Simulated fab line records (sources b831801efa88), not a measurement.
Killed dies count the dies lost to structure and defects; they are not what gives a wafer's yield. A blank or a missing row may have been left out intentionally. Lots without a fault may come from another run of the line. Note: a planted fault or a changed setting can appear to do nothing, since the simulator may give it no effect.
Which tool was responsible? + flow sky130 + 14 lots with 42 wafers sampled at 2 steps, on a route of 708 steps

== WHAT THE GAUGES SHOWED, per wafer ==
SKY_SONOS_TUNNEL_TW_MEAS_12. Usual: SONOS_TUNNEL_TW 196.7, standard deviation 2.4.
| lot  | measured     | on            | SONOS_TUNNEL_TW   | flag |
|------|--------------|---------------|-------------------|------|
| L552 | day 11 05:02 | film_metro-01 | 194.5 194.0 195.8 |      |
| L553 | day 11 14:34 | film_metro-01 | 195.3 195.4 194.6 |      |
| L554 | day 12 01:37 | film_metro-02 | 198.5 199.1 198.6 |      |
| L556 | day 12 10:29 | film_metro-02 | 30.2 30.1 30.1    | OFF  |
| L557 | day 12 18:07 | film_metro-01 | 29.5 29.4 29.3    | OFF  |
| L566 | day 15 20:00 | film_metro-01 | 194.4 194.2 193.8 |      |
| L567 | day 16 03:06 | film_metro-01 | 194.1 194.2 193.4 |      |
| L568 | day 16 13:43 | film_metro-02 | 197.5 198.6 198.5 |      |
| L569 | day 16 21:10 | film_metro-02 | 197.6 197.6 198.8 |      |
| L570 | day 17 01:51 | film_metro-01 | 195.0 193.7 193.8 |      |
| L571 | day 17 18:55 | film_metro-04 | 199.7 199.1 199.6 |      |
| L572 | day 18 04:41 | film_metro-01 | 194.4 193.3 193.9 |      |
| L573 | day 18 12:26 | film_metro-02 | 196.9 198.1 197.5 |      |
| L574 | day 19 07:13 | film_metro-04 | 199.8 199.8 199.5 |      |

== WHAT TOOL EACH LOT RAN ON (gives the tool, then ch and the chambers of the sampled wafers, and finally the start) ==
| lot  | SKY_SONOS_TUNNEL_IMPLANT_09     |
|------|---------------------------------|
| L552 | implanter-04 ch 0, day 11 04:37 |
| L553 | implanter-04 ch 0, day 11 14:09 |
| L554 | implanter-04 ch 0, day 12 01:12 |
| L556 | implanter-02, day 12 10:03      |
| L557 | implanter-01, day 12 17:29      |
| L566 | implanter-01 ch 0, day 15 19:31 |
| L567 | implanter-02 ch 0, day 16 02:37 |
| L568 | implanter-02 ch 0, day 16 13:19 |
| L569 | implanter-04 ch 0, day 16 20:45 |
| L570 | implanter-01 ch 0, day 17 01:25 |
| L571 | implanter-01 ch 0, day 17 18:30 |
| L572 | implanter-02 ch 0, day 18 04:17 |
| L573 | implanter-01 ch 0, day 18 12:01 |
| L574 | implanter-04 ch 0, day 19 06:48 |
- SKY_SONOS_TUNNEL_IMPLANT_09

== AS READ BY THE TOOLS THEMSELVES (means over the sampled wafers that have a number; for cases with no such wafer, the mark the record gives instead) ==
SKY_SONOS_TUNNEL_IMPLANT_09. Usual: beam_energy_keV 20.001, standard deviation 0.0064; beam_on_s 10.01 s, standard deviation 0.17; faraday_current_uA 5.64, standard deviation 0.097.
| lot  | tool         | beam_energy_keV | beam_on_s (s) | faraday_current_uA | flag |
|------|--------------|-----------------|---------------|--------------------|------|
| L552 | implanter-04 | 20.003          | 9.92          | 5.69               |      |
| L553 | implanter-04 | 19.998          | 10.06         | 5.61               |      |
| L554 | implanter-04 | 20.004          | 10.30         | 5.46               |      |
| L556 | implanter-02 | -               | -             | -                  | OFF  |
| L557 | implanter-01 | -               | -             | -                  | OFF  |
| L566 | implanter-01 | 20.003          | 10.21         | 5.52               |      |
| L567 | implanter-02 | 19.997          | 10.10         | 5.57               |      |
| L568 | implanter-02 | 20.007          | 10.18         | 5.53               |      |
| L569 | implanter-04 | 20.005          | 9.93          | 5.67               |      |
| L570 | implanter-01 | 20.012          | 10.00         | 5.65               |      |
| L571 | implanter-01 | 19.997          | 9.87          | 5.72               |      |
| L572 | implanter-02 | 20.007          | 9.92          | 5.67               |      |
| L573 | implanter-01 | 19.999          | 10.11         | 5.58               |      |
| L574 | implanter-04 | 20.003          | 9.89          | 5.72               |      |

== THE ANSWER, worked out from the rows above alone ==
Rule: take the mean of a lot's wafers that have a number; if it is more than 3 standard deviations from the usual mean, the lot is off. Also off: a lot with no number at a reading for which 4 or more lots have one. All remaining lots with rows at the step are treated as sound. After the gauges, taken in route order, come the tools' own readings; for these a lot's mean is taken, as printed above. The first step at which some lot is off is used, and at that step the reading that is off furthest; a lot without a number counts as furthest.
Off: L556, L557, at SKY_SONOS_TUNNEL_TW_MEAS_12 (SONOS_TUNNEL_TW).
If a tool, at a process step before that reading, ran all the lots that are off and no sound lot after the first of them, it fits. Not tried: the gauges at SKY_SONOS_TUNNEL_TW_MEAS_12; whatever is off there is also off at SKY_SONOS_TUNNEL_IMPLANT_09, on other tools, and gauge error can't account for it. None of those tried fits.

== WHAT THE SIMULATOR HAD INSERTED ==
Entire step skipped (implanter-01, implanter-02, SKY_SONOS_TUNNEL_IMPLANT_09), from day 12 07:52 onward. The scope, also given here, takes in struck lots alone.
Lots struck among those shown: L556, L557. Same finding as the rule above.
